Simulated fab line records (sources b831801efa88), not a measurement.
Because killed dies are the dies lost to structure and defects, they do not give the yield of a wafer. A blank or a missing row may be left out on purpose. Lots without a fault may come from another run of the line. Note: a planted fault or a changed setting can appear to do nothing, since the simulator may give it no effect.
The tool behind it: which one? / flow sfqLine / 42 wafers from 14 lots sampled at 2 of the route's 325 steps

== WHAT THE GAUGES READ, wafer by wafer ==
SFQ_M0_RS_MEAS_904: uses a four-point probe to measure.
lot=L580; measured=day 5 16:40; on=filmMetro-03; M0_NB_RS (ohm/sq)=0.919 0.889 0.886
lot=L581; measured=day 5 21:29; on=filmMetro-02; M0_NB_RS (ohm/sq)=0.876 0.870 0.863
lot=L583; measured=day 6 07:31; on=filmMetro-02; M0_NB_RS (ohm/sq)=0.896 0.876 0.893
lot=L584; measured=day 6 11:08; on=filmMetro-03; M0_NB_RS (ohm/sq)=0.878 0.876 0.883
lot=L586; measured=day 7 00:23; on=filmMetro-03; M0_NB_RS (ohm/sq)=0.905 0.888 0.886
lot=L589; measured=day 7 14:49; on=filmMetro-02; M0_NB_RS (ohm/sq)=0.860 0.856 0.858
lot=L590; measured=day 8 01:51; on=filmMetro-03; M0_NB_RS (ohm/sq)=0.889 0.883 0.892
lot=L591; measured=day 8 05:11; on=filmMetro-01; M0_NB_RS (ohm/sq)=0.873 0.879 0.901
lot=L592; measured=day 8 11:18; on=filmMetro-01; M0_NB_RS (ohm/sq)=0.877 0.877 0.879
lot=L597; measured=day 9 19:29; on=filmMetro-02; M0_NB_RS (ohm/sq)=0.886 0.896 0.900
lot=L598; measured=day 10 02:29; on=filmMetro-03; M0_NB_RS (ohm/sq)=0.898 0.895 0.609 0.896 0.895 0.609
lot=L600; measured=day 10 12:06; on=filmMetro-03; M0_NB_RS (ohm/sq)=0.900 0.895 0.888
lot=L601; measured=day 10 19:18; on=filmMetro-01; M0_NB_RS (ohm/sq)=0.605 0.877 0.882 0.606 0.876 0.883
lot=L603; measured=day 11 01:20; on=filmMetro-01; M0_NB_RS (ohm/sq)=0.892 0.886 0.882

== EACH LOT AND THE TOOL THAT RAN IT (in order: tool; ch and the chambers of the sampled wafers; start) ==
lot=L580; SFQ_TRILAYER_M0_DEP_SPUTTER_019=pvdSputter-05, day 5 16:35
lot=L581; SFQ_TRILAYER_M0_DEP_SPUTTER_019=pvdSputter-05, day 5 21:23
lot=L583; SFQ_TRILAYER_M0_DEP_SPUTTER_019=pvdSputter-05, day 6 07:25
lot=L584; SFQ_TRILAYER_M0_DEP_SPUTTER_019=pvdSputter-05, day 6 11:00
lot=L586; SFQ_TRILAYER_M0_DEP_SPUTTER_019=pvdSputter-06, day 7 00:18
lot=L589; SFQ_TRILAYER_M0_DEP_SPUTTER_019=pvdSputter-04, day 7 14:43
lot=L590; SFQ_TRILAYER_M0_DEP_SPUTTER_019=pvdSputter-05, day 8 01:43
lot=L591; SFQ_TRILAYER_M0_DEP_SPUTTER_019=pvdSputter-04, day 8 05:06
lot=L592; SFQ_TRILAYER_M0_DEP_SPUTTER_019=pvdSputter-04, day 8 11:11
lot=L597; SFQ_TRILAYER_M0_DEP_SPUTTER_019=pvdSputter-05, day 9 19:24
lot=L598; SFQ_TRILAYER_M0_DEP_SPUTTER_019=pvdSputter-04, day 10 02:24
lot=L600; SFQ_TRILAYER_M0_DEP_SPUTTER_019=pvdSputter-05, day 10 12:00
lot=L601; SFQ_TRILAYER_M0_DEP_SPUTTER_019=pvdSputter-04, day 10 19:12
lot=L603; SFQ_TRILAYER_M0_DEP_SPUTTER_019=pvdSputter-05, day 11 01:12
- SFQ_TRILAYER_M0_DEP_SPUTTER_019: material Nb, target thk 200 nm, time 133.3 s.

== AS READ BY THE TOOLS THEMSELVES (means over the sampled wafers that have a number; for cases with no such wafer, the mark the record gives instead) ==
SFQ_TRILAYER_M0_DEP_SPUTTER_019.
lot=L580; tool=pvdSputter-05; basePressurePa (Pa)=1.28e-06; resputterCathodeVoltageV (V)=402; throttleValvePct (%)=29.9
lot=L581; tool=pvdSputter-05; basePressurePa (Pa)=1.34e-06; resputterCathodeVoltageV (V)=399; throttleValvePct (%)=29.8
lot=L583; tool=pvdSputter-05; basePressurePa (Pa)=1.30e-06; resputterCathodeVoltageV (V)=403; throttleValvePct (%)=29.7
lot=L584; tool=pvdSputter-05; basePressurePa (Pa)=1.32e-06; resputterCathodeVoltageV (V)=400; throttleValvePct (%)=29.5
lot=L586; tool=pvdSputter-06; basePressurePa (Pa)=1.34e-06; resputterCathodeVoltageV (V)=401; throttleValvePct (%)=29.6
lot=L589; tool=pvdSputter-04; basePressurePa (Pa)=1.37e-06; resputterCathodeVoltageV (V)=402; throttleValvePct (%)=30.2
lot=L590; tool=pvdSputter-05; basePressurePa (Pa)=1.32e-06; resputterCathodeVoltageV (V)=402; throttleValvePct (%)=30.2
lot=L591; tool=pvdSputter-04; basePressurePa (Pa)=1.43e-06; resputterCathodeVoltageV (V)=398; throttleValvePct (%)=29.6
lot=L592; tool=pvdSputter-04; basePressurePa (Pa)=1.18e-06; resputterCathodeVoltageV (V)=402; throttleValvePct (%)=30.3
lot=L597; tool=pvdSputter-05; basePressurePa (Pa)=1.29e-06; resputterCathodeVoltageV (V)=398; throttleValvePct (%)=29.8
lot=L598; tool=pvdSputter-04; basePressurePa (Pa)=1.32e-06; resputterCathodeVoltageV (V)=403; throttleValvePct (%)=29.5
lot=L600; tool=pvdSputter-05; basePressurePa (Pa)=1.31e-06; resputterCathodeVoltageV (V)=400; throttleValvePct (%)=29.8
lot=L601; tool=pvdSputter-04; basePressurePa (Pa)=1.39e-06; resputterCathodeVoltageV (V)=396; throttleValvePct (%)=29.5
lot=L603; tool=pvdSputter-05; basePressurePa (Pa)=1.37e-06; resputterCathodeVoltageV (V)=404; throttleValvePct (%)=29.8

== THE ANSWER, worked out from the rows above alone ==
Rule: what is usual is taken from the lots themselves. Put in order of their means at a reading, lots are off if they are a third of the lots or fewer, leave a main group of 4 or more, and stand apart from it by a gap of 3 or more times the standard deviation of the main group's means; of several such gaps the widest counts. If all means in a main group match to the digits the tables above print for the reading, that group is not used. Also off: a lot with no number at a reading for which 4 or more lots have one. Where the step has rows for the other lots, those lots are counted as sound. The gauges are gone through in route order, then the tools' own readings, and for those a lot's mean is taken as printed above. At the first step where some lot is off, the reading lying furthest off is the one used; lots without a number count as furthest.
Off: L598, L601, seen at SFQ_M0_RS_MEAS_904 (M0_NB_RS). Mean 0.884 ohm/sq and standard deviation 0.011 in the main group.
If a tool, at a process step before that reading, ran all the lots that are off and no sound lot after the first of them, it fits. The gauges at SFQ_M0_RS_MEAS_904 are tried like those tools. One candidate fits, namely pvdSputter-04 at SFQ_TRILAYER_M0_DEP_SPUTTER_019. Its last sound lot is L592 (day 8 11:11), its first lot that is off L598 (day 10 02:24): a fault that began between those two fits.

== WHAT HAD BEEN PUT IN BY THE SIMULATOR ==
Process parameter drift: pvdSputter-04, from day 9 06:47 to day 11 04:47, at SFQ_TRILAYER_M0_DEP_SPUTTER_019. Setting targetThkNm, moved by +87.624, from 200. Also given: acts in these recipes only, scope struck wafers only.
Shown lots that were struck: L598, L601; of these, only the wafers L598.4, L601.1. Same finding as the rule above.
